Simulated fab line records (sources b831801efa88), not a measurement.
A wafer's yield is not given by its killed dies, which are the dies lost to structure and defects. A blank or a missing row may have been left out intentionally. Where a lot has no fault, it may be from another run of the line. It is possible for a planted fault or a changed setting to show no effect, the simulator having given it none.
2 desks looking at one fault    flow gf180mcu    each desk holds nothing but its own numbers, with what lay behind them at the end

== AT THE METROLOGY DESK ==
Means of the sampled wafers that have a number, per lot and without regard to the tool the lot ran on: this is what the gauges read. The brackets show how far a lot's mean lies from the usual mean; more than 4 standard deviations puts the lot out of limits, marked OUT.
Columns: A = CONTACT_BOW at GF_CONTACT_BOW_MEAS_05, usual 65 um; B = CONTACT_W_RS at GF_CONTACT_RS_MEAS_25, usual 0.385 ohm/sq; C = CONTACT_W_THK at GF_CONTACT_THK_MEAS_26, usual 302 nm
lot   first seen here  A   B                 C
L839  day 15 04:13     68  0.387             298
L841  day 16 05:58     63  0.390             299
L843  day 17 00:37     65  0.376             310
L845  day 17 12:52     67  0.377             308
L846  day 18 08:51     57  0.395             293
L848  day 18 20:23     65  0.394             295
L849  day 19 04:20     63  0.394             298
L850  day 19 11:54     70  0.390             301
L852  day 20 00:37     57  0.379             307
L853  day 20 10:34     59  0.347 (-5.5) OUT  337 (+6.0) OUT
L854  day 21 02:06     68  0.365             320
L862  day 23 16:55     68  0.383             298
This desk's finding: out of limits on L853; first on L853, day 21 11:56 (CONTACT_W_RS at GF_CONTACT_RS_MEAS_25). L839, L841, L843, L845, L846, L848, L849, L850, L852, L854, L862: within limits.

== TOOL OWNER'S DESK, cvdW-02 ==
The tool's own readings at GF_CONTACT_CVD_24 (deposits W, target thk 300 nm, time 90.339 s): means of the sampled wafers that have a number, for each lot that ran on this tool. The brackets show how far a lot's mean lies from the usual mean; more than 4 standard deviations puts the lot out of limits, marked OUT.
Columns: A = heaterPowerW at GF_CONTACT_CVD_24, usual 834 W; B = susceptorTempC at GF_CONTACT_CVD_24, usual 400.03 C
lot   first seen here  A    B
L839  day 16 03:07     804  399.92
L841  day 17 05:14     853  399.95
L846  day 19 09:40     840  400.11
L848  day 19 20:34     852  399.96
L849  day 20 04:45     824  400.17
L850  day 20 12:55     797  399.96
L853  day 21 11:49     886  406.56 (+31) OUT
L854  day 22 02:11     835  403.39 (+16) OUT
L862  day 24 19:53     819  400.03
This desk's finding: out of limits on L853, L854; first on L853, day 21 11:49 (susceptorTempC at GF_CONTACT_CVD_24). L839, L841, L846, L848, L849, L850, L862: within limits.

== BROUGHT TOGETHER ==
An alarm could have come from the tool owner's desk at day 21 11:49, on L853, L854.
On L853, the metrology desk was in a position to raise an alarm at day 21 11:56.
The metrology desk holds a record of L854, inside its limits.
The lots listed all ran GF_CONTACT_CVD_24 on cvdW-02.

== WHAT THE SIMULATOR PUT IN ==
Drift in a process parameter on cvdW-02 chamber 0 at GF_CONTACT_CVD_24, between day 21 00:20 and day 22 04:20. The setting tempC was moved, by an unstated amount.
Struck lots among those shown: L853, L854.
Fault start to first reading out of limits, in hours, per desk: tool owner, 11; metrology, 12.
